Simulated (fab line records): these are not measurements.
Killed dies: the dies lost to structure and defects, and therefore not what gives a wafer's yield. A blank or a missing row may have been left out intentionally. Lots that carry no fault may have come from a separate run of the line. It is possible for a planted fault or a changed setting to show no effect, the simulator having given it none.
One fault seen from 2 desks || flow sky130 || each desk has only its own numbers; what lay behind them comes last

FROM THE METROLOGY DESK
What the gauges read for every lot (on any tool): the sampled wafers with a number, averaged. Any lot whose mean is over 4 standard deviations away from the usual mean is out of limits and marked OUT; that distance is given in the brackets.
Columns: A = CAP2M_OVL at SKY_CAP2M_OVL_MEAS_12, usual 0.7 nm
{"lot": "L607", "first seen here": "day 41 18:29", "A": 1.2}
{"lot": "L609", "first seen here": "day 42 03:11", "A": 0.0}
{"lot": "L610", "first seen here": "day 42 14:25", "A": 1.0}
{"lot": "L613", "first seen here": "day 43 06:19", "A": -0.9}
{"lot": "L614", "first seen here": "day 43 17:56", "A": 0.0}
{"lot": "L615", "first seen here": "day 43 21:20", "A": 0.1}
{"lot": "L617", "first seen here": "day 45 21:09", "A": 1.1}
{"lot": "L619", "first seen here": "day 46 02:29", "A": 0.3}
{"lot": "L624", "first seen here": "day 46 23:32", "A": 0.5}
{"lot": "L623", "first seen here": "day 47 04:26", "A": 2.3}
{"lot": "L626", "first seen here": "day 47 05:02", "A": -0.7}
{"lot": "L625", "first seen here": "day 47 11:03", "A": -0.1}
This desk found nothing out of limits on any of the 12 lots.

AT THE TOOL OWNER'S DESK: cmp-02
The tool's own readings at SKY_VIA4_CMP_21 (polishes, stops on SiO2, t overpolish 25 s, target thk 0 nm): means of the sampled wafers that have a number, for each lot that ran on this tool. Any lot whose mean is over 4 standard deviations away from the usual mean is out of limits and marked OUT; that distance is given in the brackets.
Columns: A = head pressure psi at SKY_VIA4_CMP_21, usual 3.501 psi; B = motor current A at SKY_VIA4_CMP_21, usual 11.7 A; C = overpolish run s at SKY_VIA4_CMP_21, usual 25.000 s; D = time to endpoint s at SKY_VIA4_CMP_21, usual 122 s
{"lot": "L609", "first seen here": "day 44 03:59", "A": 3.499, "B": 11.4, "C": 24.996, "D": 117}
{"lot": "L610", "first seen here": "day 44 12:59", "A": 3.499, "B": 10.9, "C": 25.000, "D": 122}
{"lot": "L613", "first seen here": "day 45 06:23", "A": 3.495, "B": 11.5, "C": "26.583 (+99 or more) OUT", "D": 124}
{"lot": "L614", "first seen here": "day 45 15:53", "A": 3.505, "B": 12.0, "C": "26.585 (+99 or more) OUT", "D": 124}
{"lot": "L615", "first seen here": "day 45 20:40", "A": 3.491, "B": 12.4, "C": "26.581 (+99 or more) OUT", "D": 127}
{"lot": "L623", "first seen here": "day 48 20:28", "A": 3.500, "B": 11.4, "C": 24.998, "D": 125}
{"lot": "L625", "first seen here": "day 49 04:02", "A": 3.497, "B": 11.8, "C": 25.000, "D": 124}
This desk's finding: out of limits on L613, L614, L615; first on L613, day 45 06:23 (overpolish run s at SKY_VIA4_CMP_21). Within limits: L609, L610, L623, L625.

BROUGHT TOGETHER
On L613, L614, L615, at day 45 06:23, an alarm was possible from the tool owner's desk.
Metrology desk: nothing out of limits seen.
The metrology desk has L613, L614, L615 on record, within its limits.
The lots listed all ran SKY_VIA4_CMP_21 on cmp-02.

WHAT WAS PUT IN BY THE SIMULATOR
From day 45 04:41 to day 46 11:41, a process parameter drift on cmp-02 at SKY_VIA4_CMP_21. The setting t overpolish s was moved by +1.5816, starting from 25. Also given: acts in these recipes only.
Lots struck among those shown: L613, L614, L615.
Time in hours from fault onset to the first out-of-limits reading at each desk: the tool owner's desk, 2.
